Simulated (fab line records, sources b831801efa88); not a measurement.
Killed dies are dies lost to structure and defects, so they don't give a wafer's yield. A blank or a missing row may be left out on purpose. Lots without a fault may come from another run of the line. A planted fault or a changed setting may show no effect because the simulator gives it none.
Problem report in the 8D (eight disciplines) form, filled by code | flow sky130 | the parts of the form that need people (team, actions taken, sign-off) are left out

1. THE PROBLEM
run_length_s at SKY_CAPM_METAL_ETCH_13 reads a mean of 94.0 s on 3 wafers of 2 lots; wafers without a fault read 91.3 s with a standard deviation of 0.41. That is +6.7 standard deviations from the usual mean.
The step: etches TiN in Cl2/BCl3, stops on SiO2, target depth 220 nm, time 62.9 s.
First seen on wafer L240.2, day 39 04:47, on rie_metal-04. The record holds 17 wafers of 6 lots with a number at this step. Rule for "out", or "out of limits": more than 4 standard deviations from the usual mean. The other wafers with a number count as sound.

2. WHAT IT IS AND WHAT IT IS NOT
question                    | is                     | is not
which readings at this step | run_length_s           | bcl3_flow_sccm, drypump_motor_current_A, throttle_valve_pct
which lots                  | L240, L246             | L237, L238, L245, L251
which wafers of those lots  | L240.2, L246.1, L246.2 | L240.4, L240.5
read on which tools         | rie_metal-04           | rie_metal-02, rie_metal-03
when                        | from day 39 04:47      | up to then (8 sound wafers); but 6 sound wafers of L245, L251 came after

3. SUSPECTS, AND WHAT RULES EACH OUT
Counting: a tool at a process step up to the reading stays a suspect if it ran every lot that is out. Sound lots after the first of them don't rule it out here, since some wafers of a struck lot are sound.
- pvd_sputter-03 at SKY_CAPM_SPUTTER_02 (material TiN, target thk 200 nm, time 166.7 s): kept. It ran every lot that is out, first L240 (day 38 03:58); its last sound lot up to then is L237 (day 37 07:16).
- rie_metal-04 at SKY_CAPM_METAL_ETCH_13 (etches TiN in Cl2/BCl3, stops on SiO2, target depth 220 nm, time 62.9 s): kept. It ran every lot that is out, first L240 (day 39 04:47); its last sound lot up to then is L238 (day 38 11:52). Its own readings are out on those wafers: run_length_s.
Left after counting: pvd_sputter-03 at SKY_CAPM_SPUTTER_02, rie_metal-04 at SKY_CAPM_METAL_ETCH_13.

4. THE CAUSE (what the simulator had put in)
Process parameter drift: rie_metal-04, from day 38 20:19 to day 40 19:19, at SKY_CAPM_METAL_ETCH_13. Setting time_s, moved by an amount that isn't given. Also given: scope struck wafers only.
Counting left 2 suspects, and this tool is among them.

5. THE CHAIN OF EFFECTS, in route order
Each row: a reading whose mean over the struck wafers that have a number lies more than 3 standard deviations from the usual. Only readings for which the record gives a usual standard deviation are gone through. hours: the time from each lot's start at the first step in this table that gives one to its start at this step, as a median over the lots. sigmas: the change in usual standard deviations.
hours | step                   | reading        | usual      | on struck wafers | change | sigmas
0     | SKY_CAPM_METAL_ETCH_13 | oes_product_au | 0.939 a.u. | 0.914            | -0.025 | -3.3
0     | SKY_CAPM_METAL_ETCH_13 | run_length_s   | 91.3 s     | 94.0             | +2.7   | +6.7
25    | SKY_METAL3_ETCH_17     | oes_product_au | 0.757 a.u. | 0.732            | -0.025 | -3.4
The process steps in it:
- SKY_CAPM_METAL_ETCH_13: etches TiN in Cl2/BCl3, stops on SiO2, target depth 220 nm, time 62.9 s.
- SKY_METAL3_ETCH_17: etches SiO2 in C4F8/O2/Ar, stops on TiN, time 3.9 s, target depth 15 nm.
Later measuring or inspecting steps at which every struck wafer that the step has a row for has a number for every such reading, and none has moved that far: SKY_METAL3_CD_MEAS_13, SKY_METAL3_OVL_MEAS_14.

6. WHAT WOULD HAVE CAUGHT IT SOONER
In this record the first reading out of limits was taken at day 39 04:47, 8 hours after the fault began at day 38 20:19.
